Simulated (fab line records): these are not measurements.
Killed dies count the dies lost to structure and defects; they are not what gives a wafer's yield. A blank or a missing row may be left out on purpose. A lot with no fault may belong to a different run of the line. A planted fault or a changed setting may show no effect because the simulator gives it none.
Which of the tools did it? + flow gf180mcu + 24 lots, 72 wafers sampled, at 6 steps of a route of 602

WHAT THE GAUGES SHOWED, per wafer
GF_V4_BOW_MEAS_05.
| lot  | measured     | on            | V4_BOW (um) |
|------|--------------|---------------|-------------|
| L074 | day 25 14:28 | film metro-02 | 146 143 150 |
| L075 | day 26 01:56 | film metro-02 | 141 140 132 |
| L076 | day 26 08:10 | film metro-02 | 141 141 145 |
| L077 | day 26 16:38 | film metro-03 | 153 140 148 |
| L078 | day 26 21:18 | film metro-02 | 134 139 141 |
| L079 | day 27 08:21 | film metro-04 | 154 141 147 |
| L080 | day 27 12:26 | film metro-04 | 141 148 138 |
| L081 | day 27 19:23 | film metro-02 | 149 144 132 |
| L082 | day 28 08:53 | film metro-04 | 149 153 137 |
| L083 | day 28 12:42 | film metro-04 | 143 136 135 |
| L084 | day 28 21:02 | film metro-04 | 153 142 155 |
| L085 | day 29 04:33 | film metro-03 | 132 138 128 |
| L086 | day 29 07:39 | film metro-02 | 139 137 141 |
| L087 | day 29 14:33 | film metro-03 | 125 144 122 |
| L088 | day 30 00:34 | film metro-03 | 141 154 154 |
| L089 | day 30 03:34 | film metro-04 | 154 142 145 |
| L090 | day 30 09:46 | film metro-04 | 155 159 159 |
| L091 | day 30 19:15 | film metro-03 | 145 145 145 |
| L092 | day 30 22:00 | film metro-03 | 140 125 143 |
| L093 | day 31 04:37 | film metro-04 | 129 152 134 |
| L094 | day 31 08:13 | film metro-03 | 132 140 144 |
| L095 | day 31 16:11 | film metro-02 | 129 138 119 |
| L096 | day 32 00:26 | film metro-02 | 130 130 134 |
| L097 | day 32 04:07 | film metro-04 | 133 141 137 |

GF_V4_OVL_MEAS_15.
| lot  | measured     | on         | V4_OVL (nm) |
|------|--------------|------------|-------------|
| L074 | day 26 12:47 | overlay-01 | 2 10 11     |
| L075 | day 27 00:11 | overlay-01 | 6 17 9      |
| L076 | day 27 06:29 | overlay-02 | 9 12 0      |
| L077 | day 27 14:47 | overlay-01 | 12 9 5      |
| L078 | day 27 19:14 | overlay-01 | 5 -2 -4     |
| L079 | day 28 05:56 | overlay-01 | -1 0 5      |
| L080 | day 28 09:50 | overlay-01 | 4 -4 4      |
| L081 | day 28 16:53 | overlay-01 | -3 5 -6     |
| L082 | day 29 05:17 | overlay-01 | 5 4 18      |
| L083 | day 29 09:29 | overlay-01 | 7 4 13      |
| L084 | day 29 17:56 | overlay-01 | 12 4 -5     |
| L085 | day 30 01:44 | overlay-01 | -2 -2 -1    |
| L086 | day 30 04:11 | overlay-01 | 5 13 3      |
| L087 | day 30 10:14 | overlay-01 | -6 2 -2     |
| L088 | day 30 20:44 | overlay-02 | -3 6 -3     |
| L089 | day 30 23:35 | overlay-02 | 5 2 -1      |
| L090 | day 31 05:36 | overlay-01 | 6 3 1       |
| L091 | day 31 14:20 | overlay-01 | 2 -3 5      |
| L092 | day 31 17:21 | overlay-01 | 4 14 3      |
| L093 | day 31 23:44 | overlay-02 | 5 5 3       |
| L094 | day 32 03:17 | overlay-01 | 9 11 16     |
| L095 | day 32 11:08 | overlay-01 | 4 0 -1      |
| L096 | day 32 18:38 | overlay-01 | -1 8 2      |
| L097 | day 32 22:09 | overlay-02 | 6 8 4       |

GF_V5_THK_MEAS_03.
| lot  | measured     | on            | V5_CVD_02_THK (nm) |
|------|--------------|---------------|--------------------|
| L074 | day 28 10:50 | film metro-01 | 1434 1461 1453     |
| L075 | day 28 22:34 | film metro-02 | 1422 1467 1444     |
| L076 | day 29 03:46 | film metro-01 | 1421 1456 1444     |
| L077 | day 29 12:08 | film metro-03 | 1418 1406 1439     |
| L078 | day 29 15:58 | film metro-01 | 1443 1481 1454     |
| L079 | day 30 02:32 | film metro-03 | 1418 1420 1447     |
| L080 | day 30 06:26 | film metro-02 | 1457 1443 1459     |
| L081 | day 30 12:45 | film metro-02 | 1431 1448 1440     |
| L082 | day 31 00:07 | film metro-02 | 1445 1474 1480     |
| L083 | day 31 04:56 | film metro-01 | 1446 1441 1474     |
| L084 | day 31 12:34 | film metro-03 | 1429 1449 1451     |
| L085 | day 31 19:46 | film metro-01 | 1414 1435 1457     |
| L086 | day 31 22:41 | film metro-01 | 1421 1453 1444     |
| L087 | day 32 04:17 | film metro-01 | 1428 1427 1429     |
| L088 | day 32 13:28 | film metro-03 | 1429 1443 1451     |
| L089 | day 32 16:37 | film metro-01 | 1449 1457 1456     |
| L090 | day 32 22:16 | film metro-02 | 1431 1444 1426     |
| L091 | day 33 05:40 | film metro-01 | 1446 1452 1472     |
| L092 | day 33 08:14 | film metro-03 | 1465 1470 1464     |
| L093 | day 33 14:50 | film metro-03 | 1452 1476 1474     |
| L094 | day 33 18:33 | film metro-03 | 1427 1427 1450     |
| L095 | day 34 01:56 | film metro-01 | 1407 1431 1446     |
| L096 | day 34 08:28 | film metro-01 | 1426 1447 1450     |
| L097 | day 34 10:56 | film metro-02 | 1441 1450 1451     |

GF_V5_CD_MEAS_14: the cd target is 260 nm.
| lot  | measured     | on        | cd nm (nm)        |
|------|--------------|-----------|-------------------|
| L074 | day 29 08:14 | cd sem-01 | 260.1 259.3 258.8 |
| L075 | day 29 19:56 | cd sem-01 | 260.3 260.9 259.1 |
| L076 | day 30 00:58 | cd sem-02 | 261.0 261.0 260.0 |
| L077 | day 30 08:34 | cd sem-01 | 258.9 258.4 260.8 |
| L078 | day 30 11:41 | cd sem-01 | 260.3 260.5 260.8 |
| L079 | day 30 21:52 | cd sem-02 | 259.7 259.6 260.6 |
| L080 | day 31 02:41 | cd sem-01 | 261.9 261.4 261.3 |
| L081 | day 31 08:44 | cd sem-02 | 259.6 260.5 258.3 |
| L082 | day 31 19:53 | cd sem-01 | 260.4 259.5 259.3 |
| L083 | day 31 23:58 | cd sem-02 | 259.5 259.2 260.1 |
| L084 | day 32 07:34 | cd sem-02 | 260.6 259.9 261.2 |
| L085 | day 32 14:37 | cd sem-02 | 261.8 262.8 261.3 |
| L086 | day 32 16:53 | cd sem-01 | 261.5 261.4 260.5 |
| L087 | day 32 23:08 | cd sem-01 | 261.7 261.3 261.0 |
| L088 | day 33 08:15 | cd sem-02 | 261.7 261.2 262.6 |
| L089 | day 33 10:59 | cd sem-01 | 258.9 258.5 258.9 |
| L090 | day 33 16:10 | cd sem-02 | 258.9 258.8 260.8 |
| L091 | day 33 23:41 | cd sem-01 | 260.5 261.4 260.8 |
| L092 | day 34 00:55 | cd sem-02 | 260.5 259.0 260.7 |
| L093 | day 34 08:40 | cd sem-01 | 259.3 259.3 260.0 |
| L094 | day 34 11:19 | cd sem-01 | 260.2 259.1 258.7 |
| L095 | day 34 18:46 | cd sem-01 | 259.5 260.1 260.0 |
| L096 | day 35 00:44 | cd sem-02 | 259.0 258.4 258.1 |
| L097 | day 35 04:04 | cd sem-02 | 258.1 258.2 258.8 |

EACH LOT AND THE TOOL THAT RAN IT (in order: tool; ch and the chambers of the sampled wafers; start)
| lot  | GF_MIM_METAL_ETCH_19              | GF_V5_CVD_02                    |
|------|-----------------------------------|---------------------------------|
| L074 | rie metal-04 ch 0,1, day 27 12:10 | pecvd-04 ch 1,2, day 28 10:43   |
| L075 | rie metal-03 ch 0,1, day 27 23:35 | pecvd-02 ch 0,2, day 28 22:26   |
| L076 | rie metal-03 ch 0,1, day 28 05:28 | pecvd-04 ch 0,1,2, day 29 03:39 |
| L077 | rie metal-03 ch 0, day 28 14:13   | pecvd-01 ch 0,1, day 29 11:58   |
| L078 | rie metal-02 ch 0,1, day 28 17:16 | pecvd-02 ch 0,2, day 29 15:52   |
| L079 | rie metal-03 ch 0,1, day 29 04:13 | pecvd-02 ch 0,1,2, day 30 02:26 |
| L080 | rie metal-03 ch 0,1, day 29 07:53 | pecvd-04 ch 0,1,2, day 30 06:19 |
| L081 | rie metal-03 ch 0,1, day 29 15:16 | pecvd-02 ch 0,1, day 30 12:38   |
| L082 | rie metal-03 ch 0,1, day 30 02:47 | pecvd-02 ch 0,1,2, day 30 23:59 |
| L083 | rie metal-02 ch 0,1, day 30 07:59 | pecvd-02 ch 0,1, day 31 04:50   |
| L084 | rie metal-03 ch 0,1, day 30 15:40 | pecvd-02 ch 0,1, day 31 12:27   |
| L085 | rie metal-04 ch 1, day 30 23:20   | pecvd-01 ch 1,2, day 31 19:40   |
| L086 | rie metal-02 ch 0,1, day 31 02:01 | pecvd-04 ch 0,1,2, day 31 22:35 |
| L087 | rie metal-04 ch 0,1, day 31 07:52 | pecvd-02 ch 0,1,2, day 32 04:11 |
| L088 | rie metal-03 ch 0,1, day 31 17:23 | pecvd-01 ch 0,1,2, day 32 13:21 |
| L089 | rie metal-04 ch 1, day 31 20:32   | pecvd-01 ch 1,2, day 32 16:29   |
| L090 | rie metal-03 ch 0,1, day 32 02:14 | pecvd-01 ch 0,2, day 32 22:08   |
| L091 | rie metal-03 ch 0,1, day 32 10:20 | pecvd-02 ch 0,1,2, day 33 05:34 |
| L092 | rie metal-03 ch 0,1, day 32 13:16 | pecvd-04 ch 0,1,2, day 33 08:08 |
| L093 | rie metal-04 ch 0,1, day 32 19:56 | pecvd-02 ch 1,2, day 33 14:43   |
| L094 | rie metal-02 ch 0,1, day 32 23:44 | pecvd-01 ch 0,1,2, day 33 18:26 |
| L095 | rie metal-02 ch 0,1, day 33 06:28 | pecvd-01 ch 0,1,2, day 34 01:50 |
| L096 | rie metal-03 ch 0, day 33 13:50   | pecvd-04 ch 0,1, day 34 08:22   |
| L097 | rie metal-03 ch 0,1, day 33 17:13 | pecvd-04 ch 0,1,2, day 34 10:48 |
- GF_MIM_METAL_ETCH_19: etches the open film in Cl2/BCl3, stops on Si3N4, target depth 324.5 nm, time 54.1 s.
- GF_V5_CVD_02: deposits SiO2 from TEOS, target thk 1450 nm, time 163.28 s.

AS READ BY THE TOOLS THEMSELVES (means over the sampled wafers that have a number; for cases with no such wafer, the mark the record gives instead)
GF_MIM_METAL_ETCH_19.
| lot  | tool         | drypump motor current A (A) | oes product au (a.u.) | throttle valve pct (%) |
|------|--------------|-----------------------------|-----------------------|------------------------|
| L074 | rie metal-04 | 5.8                         | 0.940                 | 28.277                 |
| L075 | rie metal-03 | 5.3                         | 0.940                 | 28.289                 |
| L076 | rie metal-03 | 5.4                         | 0.935                 | 28.281                 |
| L077 | rie metal-03 | 5.5                         | 0.941                 | 28.285                 |
| L078 | rie metal-02 | 5.4                         | 0.941                 | 28.288                 |
| L079 | rie metal-03 | 5.4                         | 0.937                 | 28.277                 |
| L080 | rie metal-03 | 5.3                         | 0.939                 | 28.283                 |
| L081 | rie metal-03 | 5.4                         | 0.940                 | 28.293                 |
| L082 | rie metal-03 | 5.4                         | 0.936                 | 28.282                 |
| L083 | rie metal-02 | 5.4                         | 0.932                 | 28.296                 |
| L084 | rie metal-03 | 5.3                         | 0.939                 | 28.283                 |
| L085 | rie metal-04 | 5.0                         | 0.940                 | 28.276                 |
| L086 | rie metal-02 | 5.4                         | 0.939                 | 28.291                 |
| L087 | rie metal-04 | 5.8                         | 0.937                 | 28.281                 |
| L088 | rie metal-03 | 5.4                         | 0.932                 | 28.297                 |
| L089 | rie metal-04 | 5.0                         | 0.940                 | 28.283                 |
| L090 | rie metal-03 | 5.3                         | 0.934                 | 28.279                 |
| L091 | rie metal-03 | 5.3                         | 0.942                 | 28.288                 |
| L092 | rie metal-03 | 5.4                         | 0.946                 | 28.275                 |
| L093 | rie metal-04 | 5.8                         | 0.937                 | 28.283                 |
| L094 | rie metal-02 | 5.4                         | 0.945                 | 28.282                 |
| L095 | rie metal-02 | 5.5                         | 0.939                 | 28.274                 |
| L096 | rie metal-03 | 5.5                         | 0.941                 | 28.281                 |
| L097 | rie metal-03 | 5.4                         | 0.937                 | 28.277                 |

GF_V5_CVD_02.
| lot  | tool     | heater power w (W) |
|------|----------|--------------------|
| L074 | pecvd-04 | 718                |
| L075 | pecvd-02 | 638                |
| L076 | pecvd-04 | 697                |
| L077 | pecvd-01 | 566                |
| L078 | pecvd-02 | 642                |
| L079 | pecvd-02 | 675                |
| L080 | pecvd-04 | 690                |
| L081 | pecvd-02 | 587                |
| L082 | pecvd-02 | 625                |
| L083 | pecvd-02 | 618                |
| L084 | pecvd-02 | 643                |
| L085 | pecvd-01 | 643                |
| L086 | pecvd-04 | 723                |
| L087 | pecvd-02 | 597                |
| L088 | pecvd-01 | 623                |
| L089 | pecvd-01 | 620                |
| L090 | pecvd-01 | 593                |
| L091 | pecvd-02 | 676                |
| L092 | pecvd-04 | 596                |
| L093 | pecvd-02 | 620                |
| L094 | pecvd-01 | 628                |
| L095 | pecvd-01 | 626                |
| L096 | pecvd-04 | 648                |
| L097 | pecvd-04 | 606                |

THE ANSWER, worked out from the rows above alone
Rule: what is usual is taken from the lots themselves. The widest of any qualifying gaps counts: lots, ordered by their means at a reading, are off when they make up no more than a third of the lots, leave a main group of 4 or more, and stand apart from it by 3 or more times the standard deviation of that group's means. Not used: any main group whose means are identical at the precision the tables above print for the reading. Also off: a lot with no number at a reading for which 4 or more lots have one. All remaining lots with rows at the step are treated as sound. Order of review: gauges by route order, followed by the tools' own readings, for which a lot's mean as printed above is used. The first step at which some lot is off is used, and at that step the reading that is off furthest; a lot without a number counts as furthest.
No lot is off on any of the readings shown, so nothing can be concluded from this.

WHAT THE SIMULATOR PUT IN
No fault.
